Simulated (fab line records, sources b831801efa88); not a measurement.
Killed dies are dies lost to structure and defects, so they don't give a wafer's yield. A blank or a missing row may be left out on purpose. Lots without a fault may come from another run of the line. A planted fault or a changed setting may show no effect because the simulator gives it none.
fab line records | flow sky130 | part 2 of 2: steps 43 to 43 of 43
record lots=6 wafers=18 last_day=50
route steps=708 shown METAL2@490 VIA2@507 PAD_OPEN@708
lots that met no fault: from a run of the same line without faults
start_h: hours from the record's first day to the start of the lot's first wafer shown | wait_h: hours since the lot's step before | " the same as in the row above | L1.1+2: a row that stands for several wafers | - no value, or no start given | * or withheld: withheld | < > ~ a bound
route shown NAME@n: a module of which the file shows steps, and the number in the route of the first | usual: mean/standard deviation of fault-free wafers | same: alike in all rows | chamber/n: place in a boat | sites: the reading at each site | _std_site: their standard deviation | _edge_site: outer sites' mean less inner sites' | radius_mm: how far each site lies from the wafer's centre | mask NAME#n: copy n | behind: the tool/chamber that last shaped the wafer | hold: why the lot was held/for how many hours/how that ended | device: the transistor (n, p or np) that didn't switch | end of line: the same wafers' tests at the end of the route | a step without rows: its recipe alone | killed: dies lost to structure and defects at the first sort, not the wafer's yield | map: a wafer's dies, x killed, . not, _ none there
set.NAME: the setting as run; set.NAME@STEP: as run at that earlier step | model.NAME: the simulator's own value behind a step, which no gauge read
lots at some steps of the route; a table a step, a row a wafer
services: from which hour (start_h, from the record's first day; less than 0 if before it) a tool's chamber was out of use, for how many hours, and why
## steps
# step SKY_PAD_OPEN_PROBE_99
# usual defect_limited_yield=82.3/2 killed_at_M0_to_M3=45/7.5 killed_at_M4_up=3.2/1.8 killed_at_contacts=24/4.9 killed_at_front_end=15/4.4 killed_at_other=0.3/0.54 killed_dies=87/9.8 killed_open=47/6.4 killed_short=40/6.5 sort_bin_3_pad_short=0.9/0.44 sort_bin_5_function=10.5/1.5 sort_bin_6_memory=6.3/1.2 sort_n_pass=405/9.8 sort_yield_pct=82.3/2
# same gross_dies=492 killed_at_back_side=0 sort_bin_4_leakage[%]=0 sort_bin_8_speed[%]=0
# columns lot.wafer tool chamber start_h wait_h defect_limited_yield[%] killed_at_M0_to_M3 killed_at_M4_up killed_at_contacts killed_at_front_end killed_at_other killed_dies killed_open killed_short sort_bin_3_pad_short[%] sort_bin_5_function[%] sort_bin_6_memory[%] sort_n_pass sort_yield_pct[%] model.etest.tester.sort_n_pass model.etest.tester.sort_yield_pct model.etest.tester.sort_bin_5_pct model.etest.tester.sort_bin_3_pct
L709.2 prober-01 - 1088.15 0.1 81.5 48 4 20 18 1 91 49 42 1.4 11.6 5.5 401 81.5 401 81.5 11.59 1.423
L709.3 prober-01 - 1088.20 0.2 81.9 48 1 26 14 0 89 53 36 0.2 10.8 7.1 403 81.9 403 81.91 10.77 0.2033
L709.4 prober-01 - 1088.25 0.2 83.1 41 3 19 20 0 83 46 36 0.2 10.4 6.3 409 83.1 409 83.13 10.37 0.2033
L713.2 prober-02 - 1110.22 0.1 85.0 48 1 21 4 0 74 46 28 1.0 8.7 5.3 418 85.0 418 84.96 8.74 1.016
L713.3 prober-02 - 1110.27 0.2 83.7 39 5 16 20 0 80 44 36 0.8 10.2 5.3 412 83.7 412 83.74 10.16 0.813
L713.6 prober-02 - 1110.42 0.2 81.3 48 3 22 19 0 92 46 45 0.4 11.2 7.1 400 81.3 400 81.3 11.18 0.4065
L719.1 prober-01 - 1150.66 0.1 85.0 33 2 27 12 0 74 43 29 0.2 9.6 5.3 418 85.0 418 84.96 9.553 0.2033
L719.2 prober-01 - 1150.71 0.1 81.7 38 4 37 11 0 90 54 34 1.4 10.6 6.3 402 81.7 402 81.71 10.57 1.423
L719.3 prober-01 - 1150.76 0.2 83.7 35 6 22 17 0 80 40 39 1.2 9.3 5.7 412 83.7 412 83.74 9.35 1.22
L723.1 prober-02 - 1185.41 0.1 77.6 52 6 26 25 1 110 54 56 1.6 12.0 8.7 382 77.6 382 77.64 11.99 1.626
L723.5 prober-02 - 1185.61 0.2 83.5 39 2 25 15 0 81 38 43 1.6 8.3 6.5 411 83.5 411 83.54 8.333 1.626
L723.6 prober-02 - 1185.66 0.2 83.9 39 1 24 15 0 79 43 36 1.2 10.8 4.1 413 83.9 413 83.94 10.77 1.22
L727.1 prober-01 - 1189.19 0.1 76.4 82 0 21 13 0 116 43 28 2.2 14.6 6.7 376 76.4 376 76.42 14.63 2.236
L727.2 prober-01 - 1189.24 0.1 74.0 90 3 25 10 0 128 34 35 2.6 16.7 6.7 364 74.0 364 73.98 16.67 2.642
L727.5 prober-01 - 1189.39 0.2 74.8 81 4 27 12 0 124 38 29 2.8 16.9 5.5 368 74.8 368 74.8 16.87 2.846
L728.2 prober-01 - 1198.41 0.1 73.4 88 3 23 17 0 131 42 47 2.4 16.5 7.7 361 73.4 361 73.37 16.46 2.439
L728.3 prober-01 - 1198.46 0.2 73.6 96 4 22 8 0 130 31 37 4.3 15.2 6.9 362 73.6 362 73.58 15.24 4.268
L728.5 prober-01 - 1198.56 0.2 73.8 89 3 18 19 0 129 44 45 2.6 16.7 6.9 363 73.8 363 73.78 16.67 2.642
# killed by level:class
L709.2 VIA3:geometric_particle:open=10 VIA1:geometric_particle:open=10 VIA1:geometric_particle:short=7 LI_CONTACT:geometric_particle:open=6 METAL1:geometric_particle:short=6 VIA2:geometric_particle:open=6 POLY_GATE:geometric_particle:short=5 CONTACT:geometric_particle:open=5
L709.3 VIA1:geometric_particle:open=11 CONTACT:geometric_particle:open=11 METAL1:geometric_particle:short=8 VIA2:geometric_particle:open=8 VIA3:geometric_particle:open=7 POLY_GATE:geometric_particle:open=5 CONTACT:geometric_particle:short=5 VIA1:geometric_particle:short=5
L709.4 VIA1:geometric_particle:open=12 VIA1:geometric_particle:short=10 CONTACT:geometric_particle:open=8 METAL2:geometric_particle:short=6 POLY_GATE:geometric_particle:open=5 LI_CONTACT:geometric_particle:open=5 POLY_GATE:geometric_particle:short=4 VIA3:geometric_particle:open=4
L713.2 VIA1:geometric_particle:open=13 VIA3:geometric_particle:open=11 LI_CONTACT:geometric_particle:open=6 LOCAL_INTERCONNECT:geometric_particle:short=5 VIA1:geometric_particle:short=4 METAL2:geometric_particle:short=4 VIA2:geometric_particle:open=4 VIA3:geometric_particle:short=4
L713.3 VIA2:geometric_particle:open=8 FIELD_ISO:geometric_particle:short=7 VIA3:geometric_particle:open=7 VIA1:geometric_particle:open=6 FIELD_ISO:geometric_particle:open=5 CONTACT:geometric_particle:short=5 CONTACT:geometric_particle:open=5 METAL2:geometric_particle:short=5
L713.6 VIA1:geometric_particle:open=12 CONTACT:geometric_particle:open=10 METAL1:geometric_particle:short=9 FIELD_ISO:geometric_particle:open=6 LOCAL_INTERCONNECT:geometric_particle:short=6 FIELD_ISO:geometric_particle:short=5 VIA3:geometric_particle:short=5 VIA2:geometric_particle:short=4
L719.1 LI_CONTACT:geometric_particle:open=9 VIA2:geometric_particle:open=8 CONTACT:geometric_particle:open=8 VIA1:geometric_particle:open=6 CONTACT:geometric_particle:short=4 METAL1:geometric_particle:short=4 VIA1:geometric_particle:short=4 VIA3:geometric_particle:open=4
L719.2 LI_CONTACT:geometric_particle:open=14 VIA1:geometric_particle:open=9 CONTACT:geometric_particle:short=7 VIA3:geometric_particle:open=7 CONTACT:geometric_particle:open=6 METAL2:geometric_particle:short=6 FIELD_ISO:geometric_particle:open=5 LOCAL_INTERCONNECT:geometric_particle:short=4
L719.3 VIA1:geometric_particle:open=9 LI_CONTACT:geometric_particle:open=8 VIA1:geometric_particle:short=6 VIA2:geometric_particle:open=6 METAL4:geometric_particle:short=6 POLY_GATE:geometric_particle:short=5 CONTACT:geometric_particle:open=5 FIELD_ISO:geometric_particle:open=4
L723.1 LI_CONTACT:geometric_particle:open=13 VIA1:geometric_particle:open=11 VIA3:geometric_particle:open=10 POLY_GATE:geometric_particle:short=9 METAL1:geometric_particle:short=8 VIA2:geometric_particle:open=7 POLY_GATE:geometric_particle:open=6 METAL4:geometric_particle:short=6
L723.5 CONTACT:geometric_particle:open=10 VIA1:geometric_particle:open=10 METAL1:geometric_particle:short=8 FIELD_ISO:geometric_particle:open=7 CONTACT:geometric_particle:short=5 METAL2:geometric_particle:short=5 VIA1:geometric_particle:short=5 POLY_GATE:geometric_particle:short=4
L723.6 VIA1:geometric_particle:open=14 LI_CONTACT:geometric_particle:open=8 POLY_GATE:geometric_particle:short=6 LI_CONTACT:geometric_particle:short=5 METAL2:geometric_particle:short=5 VIA2:geometric_particle:open=5 CONTACT:geometric_particle:short=4 CONTACT:geometric_particle:open=4
L727.1 METAL2:unspecified=45 CONTACT:geometric_particle:open=9 VIA1:geometric_particle:open=8 VIA3:geometric_particle:open=8 VIA2:geometric_particle:short=6 CONTACT:geometric_particle:short=5 VIA1:geometric_particle:short=5 LI_CONTACT:geometric_particle:open=4
L727.2 METAL2:unspecified=58 CONTACT:geometric_particle:open=11 METAL2:geometric_particle:short=8 VIA1:geometric_particle:open=7 CONTACT:geometric_particle:short=6 VIA2:geometric_particle:short=6 LI_CONTACT:geometric_particle:open=5 FIELD_ISO:geometric_particle:short=3
L727.5 METAL2:unspecified=57 LI_CONTACT:geometric_particle:open=9 CONTACT:geometric_particle:open=7 CONTACT:geometric_particle:short=6 VIA1:geometric_particle:short=5 FIELD_ISO:geometric_particle:short=4 VIA3:geometric_particle:open=4 VIA2:geometric_particle:open=4
L728.2 METAL2:unspecified=42 VIA1:geometric_particle:open=14 METAL2:geometric_particle:short=10 LI_CONTACT:geometric_particle:open=6 LOCAL_INTERCONNECT:geometric_particle:short=6 METAL1:geometric_particle:short=6 CONTACT:geometric_particle:open=5 FIELD_ISO:geometric_particle:open=4
L728.3 METAL2:unspecified=62 LI_CONTACT:geometric_particle:open=7 METAL1:geometric_particle:short=7 METAL2:geometric_particle:short=6 VIA1:geometric_particle:open=5 LI_CONTACT:geometric_particle:short=4 CONTACT:geometric_particle:short=4 CONTACT:geometric_particle:open=4
L728.5 METAL2:unspecified=40 FIELD_ISO:geometric_particle:short=11 VIA1:geometric_particle:open=9 METAL2:geometric_particle:short=8 VIA2:geometric_particle:open=8 VIA3:geometric_particle:open=6 LI_CONTACT:geometric_particle:open=6 CONTACT:geometric_particle:open=5
# map L727.2 (x killed, . not)
__________.x.x...x.x_________
________.x.....xx....._______
______x................._____
_____............x.x..x..____
____......x...x.xx...x....___
___.x....x.x.xxxxxxx.x.....__
__...........xxxxxx.x....x.._
_..........xxxxxxxxxx.x....x.
_...x....x.xxxxxxxxx..x......
_........x.xxxxxxxx.....xx..x
_x.xx.x..x..xxxxxxxxxxxx.....
_.........x.x..xx.x.....x....
_.....x..........xxx.....x...
_.............x..x...x.......
_.....x.xxx...........x......
__.................xxx......_
___xx....xx..x..........x..__
____x..x....x.............___
_____.....x.....x.....x..____
______.x...............x_____
________......xx.....x_______
__________.......x.._________
# map L728.2 (x killed, . not)
__________..x......._________
________..........x.x._______
______...........xxx...._____
_____xxx.x........x..xx..____
____xxxx....xx....x..x....___
___xxxxx.x.....x......xx.x.__
__xxxxxxxx..xxx.x..x...x...._
_xxxxxxxxx.......x...........
_xxxxxxx....x...............x
_xxxxxx.........x............
_..xx...xx.........xx......x.
_.x..xx.xxx.x.xx.....x...x...
_....................x.....x.
_.......x...........x.....x..
_........x.x..........xxxxx..
__..x.x..x....x..xx.xx......_
___.............x..........__
____.xx.................xx___
_____...x.xx........x....____
______.xx.x........x.x.._____
________x........x.x.._______
__________x...x.x.xx_________
## services
# columns tool chamber start_h hours kind
plasma_asher-01 - 813.14 0.8 repair
rie_metal-02 - 819.62 28.1 pm
pvd_sputter-04 - 837.54 0.6 repair
rie_diel-03 1 846.47 28.8 repair
rie_metal-03 - 849.98 1.0 repair
rie_diel-04 - 853.74 2.8 pm
rie_diel-04 1 858.87 8.6 repair
rie_metal-03 - 874.15 14.6 pm
cvd_w-02 - 875.19 1.7 repair
pvd_sputter-04 - 884.93 7.9 repair
plasma_asher-04 - 890.45 4.6 repair
rie_metal-03 - 892.46 1.4 pm
pvd_sputter-04 - 893.58 7.7 repair
rie_diel-04 - 903.56 0.3 repair
cvd_w-01 - 904.06 14.0 pm
rie_diel-04 3 905.98 3.3 repair
pvd_sputter-04 - 935.92 1.0 repair
rie_metal-01 0 962.68 7.9 repair
plasma_asher-01 - 964.50 1.1 repair
cvd_w-02 - 981.39 2.8 pm
rie_diel-04 0 984.32 9.4 repair
rie_metal-01 - 1003.06 2.8 pm
cvd_w-01 - 1005.71 6.9 pm
rie_diel-04 3 1008.17 2.9 repair
## key
first_sign step=SKY_PAD_OPEN_PROBE_99 reading=killed_at_M0_to_M3 direction=up sigmas=5.7 usual=45 struck=88
effect step=SKY_PAD_OPEN_PROBE_99 reading=sort_bin_3_pad_short direction=up sigmas=4.4 usual=0.9 struck=2.8
model_effect step=SKY_PAD_OPEN_PROBE_99 value=etest.tester.sort_n_pass without=409.8 struck=365.7
met_at SKY_METAL2_METAL_ETCH_19
struck_wafers L727.1,L727.2,L727.5,L728.2,L728.3,L728.5
onset_between 860.99 968.45
also_fits time
fault kind=chamber_particle_source tool=rie_metal-02 chamber=- onset_h=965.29 steps=SKY_METAL2_METAL_ETCH_19 rate_per_visit_cm2=0.89877 end_h=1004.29
